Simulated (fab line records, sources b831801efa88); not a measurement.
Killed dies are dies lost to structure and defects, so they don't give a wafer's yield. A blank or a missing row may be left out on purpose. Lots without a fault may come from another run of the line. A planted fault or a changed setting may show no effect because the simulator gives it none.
A struck lot beside a sound one | flow sky130 | 15 steps out of a route of 708
Sound: wafers L278.3, L278.5, L278.6. Struck: wafers L267.4, L267.5, L267.6. The cause comes at the end.
At each step with rows: each side's tool, then ch and its chambers, then its first start. Under that, the readings that differ: sound wafers | struck wafers | difference of the means | sigmas: that difference in standard deviations of wafers without a fault.
alike: readings whose means differ by less than 2 such deviations, and words and numbers that are the same on both sides. not compared: withheld readings, readings that some wafer has no value for, bounds like >300 that may hide the same value, and numbers for which the record gives no deviation and whose values overlap.
The two part at a step that has a row with sigmas, a row that says differs or no value, or rows on one side only. Numbers that don't overlap but have no deviation are shown without sigmas and don't part them. A reading that every wafer of one side lacks parts them only if that side has two wafers or more.

first, 1 step without rows for these wafers: SKY_VIA3_ETCH_15 (etches SiO2 in C4F8/O2/Ar, stops on TiN, target depth 507 nm, time 78 s).
SKY_VIA3_STRIP_16: strips in O2/N2.
  sound on plasma_asher-04 ch 0,1, day 45 03:35; struck on plasma_asher-01 ch 0,1, day 41 23:08
  reading                     | sound       | struck      | difference | sigmas
  drypump_motor_current_A (A) | 6.3 6.3 6.3 | 5.3 5.5 5.2 | -1.0       | -2
  alike: chamber_pressure_mTorr, oes_product_au, strip_time_to_endpoint_s
  not compared: rf_hours_counter_h
then, 3 steps without rows for these wafers: SKY_VIA3_STRIP_17 (strips in post etch residue remover, time 1200 s); SKY_VIA3_CLEAN_18 (cleans in IPA, time 180 s); SKY_VIA3_CLEAN_19 (cleans in O3/DIW).
SKY_VIA3_SPUTTER_20: material TiN, target thk 20 nm, time 80 s.
  sound on pvd_sputter-04, day 45 04:09; struck on pvd_sputter-03, day 41 23:41
  alike: cathode_dc_power_W, chamber_pressure_pa, throttle_valve_pct
SKY_VIA3_CVD_21: deposits W, target thk 390 nm, time 117.31 s.
  sound on cvd_w-02 ch 0,1, day 45 04:16; struck on cvd_w-02 ch 0,1, day 41 23:48
  alike: heater_power_w
SKY_VIA3_RS_MEAS_22: measures by four-point-probe.
  sound on film_metro-04, day 45 04:23; struck on film_metro-03, day 41 23:56
  alike: VIA3_W_RS
SKY_VIA3_THK_MEAS_23: measures by xrf.
  sound on film_metro-04, day 45 04:29; struck on film_metro-03, day 42 00:02
  alike: VIA3_W_THK
then, 2 steps without rows for these wafers: SKY_VIA3_CMP_24 (polishes, stops on SiO2, t overpolish 20 s, target thk 0 nm); SKY_METAL4_SPUTTER_00 (material Ti, target thk 15 nm, time 10 s).
SKY_METAL4_SPUTTER_01: material TiN, target thk 20 nm, time 16.44 s.
  sound on pvd_sputter-04, day 45 04:50; struck on pvd_sputter-04, day 42 00:23
  alike: cathode_dc_power_W, chamber_pressure_pa, throttle_valve_pct
SKY_METAL4_SPUTTER_02: material AlCu, target thk 735 nm, time 39.1 s.
  sound on pvd_sputter-04, day 45 04:52; struck on pvd_sputter-04, day 42 00:25
  no value came back on the struck wafers for cathode_dc_power_W (W), chamber_pressure_pa (Pa), throttle_valve_pct (%); on the sound wafers cathode_dc_power_W (W) reads 10603 10597 10603
SKY_METAL4_SPUTTER_03: material Ti, target thk 5 nm, time 3.3 s.
  sound on pvd_sputter-04, day 45 04:55; struck on pvd_sputter-04, day 42 00:27
  alike: cathode_dc_power_W, chamber_pressure_pa, throttle_valve_pct
-- the record jumps here: 6 days lie between the struck wafers' starts before and after (it left off in module METAL4 and takes up again in module PAD_OPEN, whose first step shown is number 708 of the route) --
SKY_PAD_OPEN_PROBE_99:
  sound on prober-02, day 50 07:25; struck on prober-01, day 47 17:51
  reading                  | sound          | struck         | difference | sigmas
  defect_limited_yield (%) | 81.3 83.1 85.0 | 0 0 0          | -83        | -44
  killed_at_M4_up          | 3 5 5          | 419 420 408    | +411       | +99 or more
  killed_dies              | 92 83 74       | 492 492 492    | +409       | +43
  killed_on_rim            | 15 19 18       | 96 96 96       | +79        | +21
  sort_bin_5_function (%)  | 10.4 11.4 9.1  | 93.1 94.1 92.9 | +83.1      | +59
  sort_n_pass              | 400 409 418    | 0 0 0          | -409       | -43
  sort_yield_pct (%)       | 81.3 83.1 85.0 | 0 0 0          | -83        | -44
  alike: killed_at_M0_to_M3, killed_at_contacts, killed_at_front_end, killed_at_other, killed_open, killed_short, sort_bin_3_pad_short, sort_bin_6_memory

WHERE THEY PART
First at SKY_VIA3_STRIP_16; last, within this record, at SKY_PAD_OPEN_PROBE_99.

WHY: what the simulator had put in
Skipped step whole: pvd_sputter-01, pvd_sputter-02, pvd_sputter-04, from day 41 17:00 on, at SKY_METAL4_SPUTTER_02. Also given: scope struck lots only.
